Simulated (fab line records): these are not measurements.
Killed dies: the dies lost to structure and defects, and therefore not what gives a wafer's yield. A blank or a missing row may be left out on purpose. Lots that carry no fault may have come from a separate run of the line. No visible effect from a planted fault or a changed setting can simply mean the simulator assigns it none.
fab line records + flow gf180mcu
record:
- lots: 15
- wafers: 45
- lastDay: 34
route steps=602 shown DNWELL@38 MVSD@136 M1@317
lots untouched by any fault: they come from a run of this same line in which no faults occurred
startH: the number of hours between the record's first day and the start of the first shown wafer of the lot + waitH: how many hours have passed since the lot's step before this one + " as in the row above + L1.1+2: a row that stands for several wafers + - no value, or no start was given + * or withheld: withheld + < > ~ a bound
route shown NAME@n: a module of which the file shows steps, and the number in the route of the first + usual: the fault-free wafers' mean and standard deviation + same: alike in all rows + chamber/n: place in a boat + sites: each site's reading + _std_site: the values' standard deviation + _edge_site: mean of outer sites minus mean of inner sites + radiusMm: for every site, how far away it sits from the centre of the wafer + mask NAME#n: copy n + behind: tool/chamber where the wafer was last shaped + hold: the reason the lot was held/the length of the hold in hours/how it ended + device: whichever transistor did not switch (one of n, p or np) + end of line: tests of these same wafers at the route's end + for a step that has no rows: nothing shown but its recipe + killed: dies that structure and defects cost at the first sort, which is not the same as the wafer's yield + map: a wafer's dies, x killed, . not, _ none there
set.NAME: the setting as run; set.NAME@STEP: as run at that earlier step + model.NAME: the simulator's own value behind a step, which no gauge read
one table for each step of the route and one row for each wafer, over a sample of lots
services: from which hour (startH, from the record's first day; less than 0 if before it) a tool's chamber was out of use, for how many hours, and why
== steps ==
step: GF_DNWELL_DEVELOP_06
recipe:
- wallAngleDeg: 90
- developTimeS: 60
- devTempC: 23
usual:
- chillPlateTempC: 23.01/0.11
- developTimeS: 60/0
| lot.wafer | tool          | chamber | startH | waitH | chillPlateTempC | developTimeS |
|-----------|---------------|---------|--------|-------|-----------------|--------------|
| L381.1    | lithoTrack-02 | 0       | 43     | -     | 23.05           | 60           |
| L381.3    | "             | 0       | "      | "     | 22.88           | 60           |
| L381.5    | "             | 0       | "      | "     | 22.86           | 60           |
| L382.2    | lithoTrack-04 | 0       | 47     | -     | 22.84           | 60           |
| L382.4    | "             | 0       | "      | "     | 22.91           | 60           |
| L382.5    | "             | 0       | "      | "     | 22.96           | 60           |
| L383.2    | lithoTrack-01 | 0       | 53     | -     | 22.99           | 60           |
| L383.3    | "             | 0       | "      | "     | 23.08           | 60           |
| L383.6    | "             | 0       | "      | "     | 22.98           | 60           |
| L384.1    | lithoTrack-04 | 0       | 61     | -     | 23.12           | 60           |
| L384.2    | "             | 0       | "      | "     | 22.87           | 60           |
| L384.3    | "             | 0       | "      | "     | 22.99           | 60           |
| L385.1    | lithoTrack-04 | 0       | 64     | -     | 23.11           | 60           |
| L385.4    | "             | 0       | "      | "     | 23.05           | 60           |
| L385.6    | "             | 0       | "      | "     | 23.17           | 60           |
| L388.2    | lithoTrack-02 | 0       | 78     | -     | 23.03           | 60           |
| L388.5    | "             | 0       | 79     | -     | 23.05           | 60           |
| L388.6    | "             | 0       | "      | "     | 23.26           | 60           |
| L389.3    | lithoTrack-04 | 0       | 85     | -     | 23.06           | 60           |
| L389.4    | "             | 0       | "      | "     | 22.86           | 60           |
| L389.5    | "             | 0       | "      | "     | 22.88           | 60           |
| L390.2    | lithoTrack-01 | 0       | 90     | -     | 23.03           | 60           |
| L390.5    | "             | 0       | "      | "     | 22.93           | 60           |
| L390.6    | "             | 0       | "      | "     | 23.03           | 60           |
| L391.2    | lithoTrack-01 | 0       | 93     | -     | 23.02           | 60           |
| L391.5    | "             | 0       | "      | "     | 23.13           | 60           |
| L391.6    | "             | 0       | "      | "     | 23.05           | 60           |
| L396.1    | lithoTrack-04 | -       | 121    | -     | -               | -            |
| L396.3    | "             | -       | 122    | -     | -               | -            |
| L396.4    | "             | -       | "      | "     | -               | -            |
| L397.2    | lithoTrack-01 | -       | 127    | -     | -               | -            |
| L397.4    | "             | -       | "      | "     | -               | -            |
| L397.5    | "             | -       | "      | "     | -               | -            |
| L398.3    | lithoTrack-04 | -       | 131    | -     | -               | -            |
| L398.4    | "             | -       | "      | "     | -               | -            |
| L398.6    | "             | -       | "      | "     | -               | -            |
| L402.3    | lithoTrack-01 | 0       | 154    | -     | 22.97           | 60           |
| L402.5    | "             | 0       | "      | "     | 23.03           | 60           |
| L402.6    | "             | 0       | "      | "     | 22.95           | 60           |
| L403.2    | lithoTrack-04 | 0       | 158    | -     | 23.16           | 60           |
| L403.3    | "             | 0       | "      | "     | 23.10           | 60           |
| L403.4    | "             | 0       | "      | "     | 22.99           | 60           |
| L404.1    | lithoTrack-04 | 0       | 166    | -     | 23.01           | 60           |
| L404.5    | "             | 0       | "      | "     | 22.96           | 60           |
| L404.6    | "             | 0       | "      | "     | 22.95           | 60           |
step: GF_DNWELL_TW_MEAS_09
usual:
- DNWELL_TW: 1350/11
| lot.wafer | tool         | chamber | startH | waitH | DNWELL_TW |
|-----------|--------------|---------|--------|-------|-----------|
| L381.1    | filmMetro-04 | -       | 43.96  | 0.1   | 1354      |
| L381.3    | "            | -       | "      | "     | 1363      |
| L381.5    | "            | -       | "      | "     | 1359      |
| L382.2    | filmMetro-04 | -       | 48.19  | 0.1   | 1363      |
| L382.4    | "            | -       | "      | "     | 1353      |
| L382.5    | "            | -       | "      | "     | 1358      |
| L383.2    | filmMetro-03 | -       | 53.96  | 0.1   | 1358      |
| L383.3    | "            | -       | "      | "     | 1349      |
| L383.6    | "            | -       | "      | "     | 1348      |
| L384.1    | filmMetro-02 | -       | 61.53  | 0.1   | 1325      |
| L384.2    | "            | -       | "      | "     | 1331      |
| L384.3    | "            | -       | "      | "     | 1329      |
| L385.1    | filmMetro-04 | -       | 64.43  | 0.1   | 1357      |
| L385.4    | "            | -       | "      | "     | 1354      |
| L385.6    | "            | -       | "      | "     | 1362      |
| L388.2    | filmMetro-02 | -       | 79.37  | 0.1   | 1345      |
| L388.5    | "            | -       | "      | "     | 1348      |
| L388.6    | "            | -       | "      | "     | 1343      |
| L389.3    | filmMetro-02 | -       | 86.05  | 0.1   | 1341      |
| L389.4    | "            | -       | "      | "     | 1339      |
| L389.5    | "            | -       | "      | "     | 1338      |
| L390.2    | filmMetro-02 | -       | 90.86  | 0.1   | 1343      |
| L390.5    | "            | -       | "      | "     | 1347      |
| L390.6    | "            | -       | "      | "     | 1350      |
| L391.2    | filmMetro-03 | -       | 94.06  | 0.1   | 1346      |
| L391.5    | "            | -       | "      | "     | 1340      |
| L391.6    | "            | -       | "      | "     | 1344      |
| L396.1    | filmMetro-04 | -       | 122.38 | 0.1   | 31        |
| L396.3    | "            | -       | "      | "     | 31        |
| L396.4    | "            | -       | "      | "     | 31        |
| L397.2    | filmMetro-04 | -       | 127.56 | 0.1   | 31        |
| L397.4    | "            | -       | "      | "     | 31        |
| L397.5    | "            | -       | "      | "     | 31        |
| L398.3    | filmMetro-04 | -       | 131.80 | 0.1   | 31        |
| L398.4    | "            | -       | "      | "     | 31        |
| L398.6    | "            | -       | "      | "     | 31        |
| L402.3    | filmMetro-02 | -       | 154.67 | 0.1   | 1340      |
| L402.5    | "            | -       | "      | "     | 1343      |
| L402.6    | "            | -       | "      | "     | 1339      |
| L403.2    | filmMetro-02 | -       | 158.59 | 0.1   | 1340      |
| L403.3    | "            | -       | "      | "     | 1331      |
| L403.4    | "            | -       | "      | "     | 1342      |
| L404.1    | filmMetro-02 | -       | 167.18 | 0.1   | 1335      |
| L404.5    | "            | -       | "      | "     | 1332      |
| L404.6    | "            | -       | "      | "     | 1332      |
step: GF_VT_IMPLANT_RS_MEAS_46
recipe:
- thkMeasGauge: four-point-probe
usual:
- MVSD_RS: 457.1/1.3
| lot.wafer | tool         | chamber | startH | waitH | MVSD_RS[ohm/sq] |
|-----------|--------------|---------|--------|-------|-----------------|
| L381.1    | filmMetro-04 | -       | 159.25 | 0.1   | 456.5           |
| L381.3    | "            | -       | "      | "     | 455.7           |
| L381.5    | "            | -       | "      | "     | 456.0           |
| L382.2    | filmMetro-04 | -       | 164.63 | 0.1   | 458.2           |
| L382.4    | "            | -       | "      | "     | 458.9           |
| L382.5    | "            | -       | "      | "     | 457.8           |
| L383.2    | filmMetro-01 | -       | 171.75 | 0.1   | 455.1           |
| L383.3    | "            | -       | "      | "     | 456.7           |
| L383.6    | "            | -       | "      | "     | 456.5           |
| L384.1    | filmMetro-01 | -       | 180.35 | 0.1   | 457.6           |
| L384.2    | "            | -       | "      | "     | 456.8           |
| L384.3    | "            | -       | "      | "     | 457.6           |
| L385.1    | filmMetro-01 | -       | 183.46 | 0.1   | 457.7           |
| L385.4    | "            | -       | "      | "     | 458.7           |
| L385.6    | "            | -       | "      | "     | 457.6           |
| L388.2    | filmMetro-04 | -       | 203.11 | 0.1   | 458.1           |
| L388.5    | "            | -       | "      | "     | 457.0           |
| L388.6    | "            | -       | "      | "     | 457.6           |
| L389.3    | filmMetro-04 | -       | 210.34 | 0.1   | 457.8           |
| L389.4    | "            | -       | "      | "     | 458.8           |
| L389.5    | "            | -       | "      | "     | 457.5           |
| L390.2    | filmMetro-04 | -       | 216.33 | 0.1   | 457.9           |
| L390.5    | "            | -       | "      | "     | 456.1           |
| L390.6    | "            | -       | "      | "     | 456.9           |
| L391.2    | filmMetro-01 | -       | 222.01 | 0.2   | 456.6           |
| L391.5    | "            | -       | "      | "     | 457.6           |
| L391.6    | "            | -       | "      | "     | 455.6           |
| L396.1    | filmMetro-04 | -       | 255.24 | 0.1   | 458.8           |
| L396.3    | "            | -       | "      | "     | 458.1           |
| L396.4    | "            | -       | "      | "     | 459.9           |
| L397.2    | filmMetro-04 | -       | 262.87 | 0.1   | 457.0           |
| L397.4    | "            | -       | "      | "     | 457.4           |
| L397.5    | "            | -       | "      | "     | 456.9           |
| L398.3    | filmMetro-01 | -       | 267.99 | 0.1   | 455.2           |
| L398.4    | "            | -       | "      | "     | 457.6           |
| L398.6    | "            | -       | "      | "     | 456.0           |
| L402.3    | filmMetro-03 | -       | 296.90 | 0.1   | 455.6           |
| L402.5    | "            | -       | "      | "     | 455.8           |
| L402.6    | "            | -       | "      | "     | 455.1           |
| L403.2    | filmMetro-01 | -       | 305.07 | 0.1   | 458.6           |
| L403.3    | "            | -       | "      | "     | 457.4           |
| L403.4    | "            | -       | "      | "     | 458.0           |
| L404.1    | filmMetro-04 | -       | 316.09 | 0.1   | 458.6           |
| L404.5    | "            | -       | "      | "     | 456.9           |
| L404.6    | "            | -       | "      | "     | 458.1           |
step: GF_M1_SPUTTER_02
recipe:
- material: AlCu
- targetThkNm: 450
- powerW: 10600
- timeS: 23.9
- chamberPressurePa: 0.4
usual:
- throttleValvePct: 29.8/1.1
| lot.wafer | tool          | chamber | startH | waitH | throttleValvePct |
|-----------|---------------|---------|--------|-------|------------------|
| L381.1    | pvdSputter-04 | -       | 368.39 | 0.0   | 30.8             |
| L381.3    | "             | -       | "      | "     | 28.5             |
| L381.5    | "             | -       | "      | "     | 28.2             |
| L382.2    | pvdSputter-02 | -       | 378.69 | 0.0   | 31.4             |
| L382.4    | "             | -       | "      | "     | 30.2             |
| L382.5    | "             | -       | "      | "     | 31.5             |
| L383.2    | pvdSputter-04 | -       | 382.12 | 0.0   | 30.6             |
| L383.3    | "             | -       | "      | "     | 28.7             |
| L383.6    | "             | -       | "      | "     | 28.6             |
| L384.1    | pvdSputter-04 | -       | 397.01 | 0.0   | 28.3             |
| L384.2    | "             | -       | "      | "     | 30.7             |
| L384.3    | "             | -       | "      | "     | 28.4             |
| L385.1    | pvdSputter-02 | -       | 404.20 | 0.0   | 30.2             |
| L385.4    | "             | -       | "      | "     | 31.3             |
| L385.6    | "             | -       | "      | "     | 30.4             |
| L388.2    | pvdSputter-04 | -       | 422.79 | 0.0   | 30.9             |
| L388.5    | "             | -       | "      | "     | 31.1             |
| L388.6    | "             | -       | "      | "     | 30.8             |
| L389.3    | pvdSputter-02 | -       | 437.29 | 0.0   | 29.6             |
| L389.4    | "             | -       | "      | "     | 30.3             |
| L389.5    | "             | -       | "      | "     | 30.3             |
| L390.2    | pvdSputter-04 | -       | 441.18 | 0.0   | 28.4             |
| L390.5    | "             | -       | "      | "     | 28.4             |
| L390.6    | "             | -       | "      | "     | 30.7             |
| L391.2    | pvdSputter-03 | -       | 449.53 | 0.0   | 31.2             |
| L391.5    | "             | -       | "      | "     | 28.1             |
| L391.6    | "             | -       | "      | "     | 29.9             |
| L396.1    | pvdSputter-03 | -       | 491.58 | 0.0   | 28.7             |
| L396.3    | "             | -       | "      | "     | 31.2             |
| L396.4    | "             | -       | "      | "     | 29.9             |
| L397.2    | pvdSputter-04 | -       | 505.15 | 0.0   | 30.8             |
| L397.4    | "             | -       | "      | "     | 28.0             |
| L397.5    | "             | -       | "      | "     | 30.5             |
| L398.3    | pvdSputter-04 | -       | 508.68 | 0.0   | 28.5             |
| L398.4    | "             | -       | "      | "     | 31.0             |
| L398.6    | "             | -       | "      | "     | 30.8             |
| L402.3    | pvdSputter-04 | -       | 540.98 | 0.0   | 31.2             |
| L402.5    | "             | -       | "      | "     | 31.1             |
| L402.6    | "             | -       | "      | "     | 28.7             |
| L403.2    | pvdSputter-04 | -       | 550.47 | 0.0   | 28.3             |
| L403.3    | "             | -       | "      | "     | 31.1             |
| L403.4    | "             | -       | "      | "     | 28.8             |
| L404.1    | pvdSputter-02 | -       | 563.31 | 0.0   | 30.1             |
| L404.5    | "             | -       | "      | "     | 30.3             |
| L404.6    | "             | -       | "      | "     | 30.5             |
step: GF_M1_THK_MEAS_06
recipe:
- thkMeasGauge: xrf
- reads: AlCu_of_M1_SPUTTER_02
usual:
- M1_ALCU_THK: 451/5.5
| lot.wafer | tool         | chamber | startH | waitH | M1_ALCU_THK[nm] |
|-----------|--------------|---------|--------|-------|-----------------|
| L381.1    | filmMetro-02 | -       | 368.60 | 0.1   | 456             |
| L381.3    | "            | -       | "      | "     | 448             |
| L381.5    | "            | -       | "      | "     | 450             |
| L382.2    | filmMetro-01 | -       | 378.93 | 0.1   | 447             |
| L382.4    | "            | -       | "      | "     | 447             |
| L382.5    | "            | -       | "      | "     | 448             |
| L383.2    | filmMetro-02 | -       | 382.34 | 0.1   | 449             |
| L383.3    | "            | -       | "      | "     | 450             |
| L383.6    | "            | -       | "      | "     | 452             |
| L384.1    | filmMetro-02 | -       | 397.22 | 0.1   | 458             |
| L384.2    | "            | -       | "      | "     | 452             |
| L384.3    | "            | -       | "      | "     | 457             |
| L385.1    | filmMetro-03 | -       | 404.41 | 0.1   | 451             |
| L385.4    | "            | -       | "      | "     | 455             |
| L385.6    | "            | -       | "      | "     | 456             |
| L388.2    | filmMetro-01 | -       | 423.01 | 0.1   | 455             |
| L388.5    | "            | -       | "      | "     | 454             |
| L388.6    | "            | -       | "      | "     | 444             |
| L389.3    | filmMetro-01 | -       | 437.52 | 0.1   | 450             |
| L389.4    | "            | -       | "      | "     | 438             |
| L389.5    | "            | -       | "      | "     | 442             |
| L390.2    | filmMetro-01 | -       | 441.40 | 0.1   | 449             |
| L390.5    | "            | -       | "      | "     | 446             |
| L390.6    | "            | -       | "      | "     | 451             |
| L391.2    | filmMetro-02 | -       | 449.75 | 0.1   | 450             |
| L391.5    | "            | -       | "      | "     | 460             |
| L391.6    | "            | -       | "      | "     | 451             |
| L396.1    | filmMetro-03 | -       | 491.79 | 0.1   | 449             |
| L396.3    | "            | -       | "      | "     | 452             |
| L396.4    | "            | -       | "      | "     | 448             |
| L397.2    | filmMetro-03 | -       | 505.37 | 0.1   | 456             |
| L397.4    | "            | -       | "      | "     | 456             |
| L397.5    | "            | -       | "      | "     | 450             |
| L398.3    | filmMetro-02 | -       | 508.91 | 0.1   | 451             |
| L398.4    | "            | -       | "      | "     | 455             |
| L398.6    | "            | -       | "      | "     | 447             |
| L402.3    | filmMetro-01 | -       | 541.21 | 0.1   | 457             |
| L402.5    | "            | -       | "      | "     | 457             |
| L402.6    | "            | -       | "      | "     | 454             |
| L403.2    | filmMetro-01 | -       | 550.69 | 0.1   | 453             |
| L403.3    | "            | -       | "      | "     | 459             |
| L403.4    | "            | -       | "      | "     | 448             |
| L404.1    | filmMetro-02 | -       | 563.52 | 0.1   | 444             |
| L404.5    | "            | -       | "      | "     | 442             |
| L404.6    | "            | -       | "      | "     | 448             |
== services ==
| tool          | chamber | startH | hours | kind                  |
|---------------|---------|--------|-------|-----------------------|
| pvdSputter-03 | -       | 26.37  | 1.9   | repair                |
| pvdSputter-04 | 2       | 39.95  | -     | consumableReplace:kit |
| pvdSputter-04 | 2       | 39.95  | 18.0  | scheduledDown         |
| pvdSputter-04 | 2       | 39.95  | 18.0  | ventCycle             |
| pvdSputter-02 | -       | 52.22  | 3.5   | repair                |
| pvdSputter-02 | -       | 116.65 | 1.8   | repair                |
| pvdSputter-04 | -       | 163.09 | 2.7   | repair                |
| pvdSputter-04 | 1       | 232.18 | -     | consumableReplace:kit |
| pvdSputter-04 | 1       | 232.18 | 18.0  | scheduledDown         |
| pvdSputter-04 | 1       | 232.18 | 18.0  | ventCycle             |
| pvdSputter-03 | -       | 232.77 | 1.8   | repair                |
| pvdSputter-03 | -       | 302.11 | 1.8   | repair                |
| pvdSputter-03 | -       | 330.91 | 11.4  | repair                |
| pvdSputter-03 | -       | 360.28 | 3.0   | repair                |
| pvdSputter-03 | -       | 365.99 | 3.3   | repair                |
| pvdSputter-03 | -       | 378.59 | 2.9   | repair                |
| pvdSputter-02 | -       | 417.66 | 4.6   | repair                |
| pvdSputter-04 | 0       | 439.25 | -     | consumableReplace:kit |
| pvdSputter-04 | 0       | 439.25 | 18.0  | scheduledDown         |
| pvdSputter-04 | -       | 447.06 | 4.3   | repair                |
| pvdSputter-02 | -       | 469.95 | 2.1   | repair                |
| pvdSputter-04 | -       | 471.08 | 2.3   | repair                |
| pvdSputter-04 | -       | 479.53 | 3.5   | repair                |
| pvdSputter-02 | -       | 510.22 | 5.9   | repair                |
== key ==
firstSign:
- step: GF_DNWELL_DEVELOP_06
- reading: toolRecord
- direction: missing
effect:
- step: GF_DNWELL_TW_MEAS_09
- reading: DNWELL_TW
- direction: down
- sigmas: 99+
- usual: 1350
- struck: 31
metAt GF_DNWELL_DEVELOP_06
struckLots L396,L397,L398
sortLeftOut L396.1,L396.3,L396.4,L397.2,L397.4,L397.5,L398.3,L398.4,L398.6
testerLeftOut L396,L397,L398
notActingAt GF_VT_IMPLANT_RS_MEAS_46,GF_M1_SPUTTER_02,GF_M1_THK_MEAS_06
onsetBetween 93 121
fault:
- kind: skippedStepWhole
- tool: lithoTrack-01,lithoTrack-04
- chamber: -
- onsetH: 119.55
- steps: GF_DNWELL_DEVELOP_06
- scope: struckLotsOnly
testerLeftOut: of these lots the tester's yield and bins aren't shown, on N5 and GAA mostly nor the transistor test; their killed dies are dies lost to structure and defects alone, not to doping, threshold or leakage, so they don't give the yield
sortLeftOut: the simulated sort isn't trusted on such a fault, so these wafers' sort isn't shown, and their yield isn't known
